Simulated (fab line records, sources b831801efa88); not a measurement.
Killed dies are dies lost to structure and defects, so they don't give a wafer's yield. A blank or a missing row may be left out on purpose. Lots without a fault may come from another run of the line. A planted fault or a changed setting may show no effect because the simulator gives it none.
Split-lot experiment | flow sfq_line | 5 lots, 23 wafers read, on a route of 325 steps

THE SPLIT
At SFQ_TRILAYER_JJ_CE_LITHO_PEB_117 (peb time 60 s), the setting peb_temp_c was moved away from the recipe's 115 C on 9 of the 23 wafers read, by -2.3% to +1.7%. The other wafers ran this setting at the recipe's value.

FROM THE SPLIT TO THE READING: what the file shows between them, 1 step
- SFQ_TRILAYER_JJ_CE_LITHO_DEVELOP_116: time 60 s

THE READING
cd_nm, in nm, at SFQ_TRILAYER_JJ_CE_METRO_MEASURE_117. Fault-free wafers of this fab line usually give 699.9 nm, standard deviation 0.91 nm.

wafer  | tool, chamber at the split | peb_temp_c as run, C | against the recipe | cd_nm, nm | against lot-mates on the recipe
L074.1 | litho_track-01, 0          | 115                  | recipe             | 699.6     | -
L074.2 | litho_track-01, 0          | 115                  | recipe             | 699.4     | -
L074.3 | litho_track-01, 0          | 116.3                | +1.1%              | 676.1     | -23.5
L074.5 | litho_track-01, 0          | 115                  | recipe             | 699.8     | -
L074.6 | litho_track-01, 0          | 116.3                | +1.1%              | 676.3     | -23.3
L078.1 | litho_track-04, 0          | 115                  | recipe             | 700.6     | -
L078.3 | litho_track-04, 0          | 115                  | recipe             | 699.7     | -
L078.4 | litho_track-04, 0          | 115                  | recipe             | 701.7     | -
L078.5 | litho_track-04, 0          | 112.3                | -2.3%              | 757.2     | +56.5
L078.6 | litho_track-04, 0          | 112.3                | -2.3%              | 755.7     | +55.0
L079.1 | litho_track-03, 0          | 115                  | recipe             | 699.4     | -
L079.2 | litho_track-03, 0          | 115                  | recipe             | 700.2     | -
L079.4 | litho_track-03, 0          | 115                  | recipe             | 699.0     | -
L082.1 | litho_track-04, 0          | 115                  | recipe             | 700.3     | -
L082.2 | litho_track-04, 0          | 117                  | +1.7%              | 666.1     | -34.2
L082.3 | litho_track-04, 0          | 115                  | recipe             | 700.4     | -
L082.5 | litho_track-04, 0          | 117                  | +1.7%              | 667.0     | -33.3
L082.6 | litho_track-04, 0          | 117                  | +1.7%              | 666.4     | -33.9
L083.1 | litho_track-01, 0          | 112.9                | -1.8%              | 741.6     | +42.0
L083.2 | litho_track-01, 0          | 115                  | recipe             | 699.4     | -
L083.4 | litho_track-01, 0          | 112.9                | -1.8%              | 741.5     | +41.9
L083.5 | litho_track-01, 0          | 115                  | recipe             | 699.5     | -
L083.6 | litho_track-01, 0          | 115                  | recipe             | 699.9     | -

THE FIT
A straight line over all 23 wafers: cd_nm changes by -22 nm for each +1% of peb_temp_c; r = -1.00; the points scatter about the line by 2.1 nm.
The same after taking each lot's own level away (the mean of its wafers on the recipe; 23 wafers): -21.9 nm for each +1%; r = -1.00; scatter 1.9 nm.
On that fit, the largest move of peb_temp_c shifts the reading by 52 nm.
The lots' own levels span 699.53 to 700.67 nm, that is 1.2 times the standard deviation above.
So the lot-to-lot level changes the slope little: the two slopes agree.
Check: with one of the wafers moved furthest among these (-2.3%) left out of the fit, the line predicts +51.6 nm for it against its lot-mates. It came out at +56.5 nm against them.

OTHER SPLITS ON THESE WAFERS
These wafers also went through other splits before the reading. Each is held against what the fit with the lots' levels taken away leaves over:
other split on the same wafers                          | wafers away from the commonest value | r with cd_nm (lot level and that fit taken away)
SFQ_TRILAYER_M4_DEP_SPUTTER_091 power_w                 | 7                                    | -0.04
SFQ_TRILAYER_M4_LITHO_COAT_093 spin_rpm                 | 11                                   | -0.21
SFQ_TRILAYER_M4_BARC_OPEN_METAL_ETCH_123 pressure_mtorr | 10                                   | -0.21
SFQ_TRILAYER_I4_VIA_LITHO_COAT_108 resist_thk_nm        | 4                                    | -0.01
SFQ_TRILAYER_I4_VIA_BARC_OPEN_VIA_ETCH_146 time_s       | 11                                   | -0.32
SFQ_TRILAYER_JJ_TRILAYER_DEP_SPUTTER_110 time_s         | 6                                    | -0.01
SFQ_TRILAYER_JJ_CE_LITHO_COAT_114 resist_thk_nm         | 7                                    | +0.13

THE WHOLE CHAIN: every reading that the file lists as answering this split, in the file's order
step                                 | what it does                                              | reading                                                   | change (the file's fit)              | r (the file's)
SFQ_TRILAYER_JJ_CE_METRO_MEASURE_117 |                                                           | cd_nm                                                     | -22.3 nm for each +1% of the setting | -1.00
SFQ_TRILAYER_JJ_CE_BARC_OPEN_RIE_150 | chemistry O2, target BARC, target depth 240 nm, time 80 s | JJ.cd_nm (the simulator's own value, which no gauge read) | -22.1 nm for each +1% of the setting | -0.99

THE FILE'S OWN FIT
cd_nm changes by -22.3 nm for each +1% of peb_temp_c, r = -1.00.
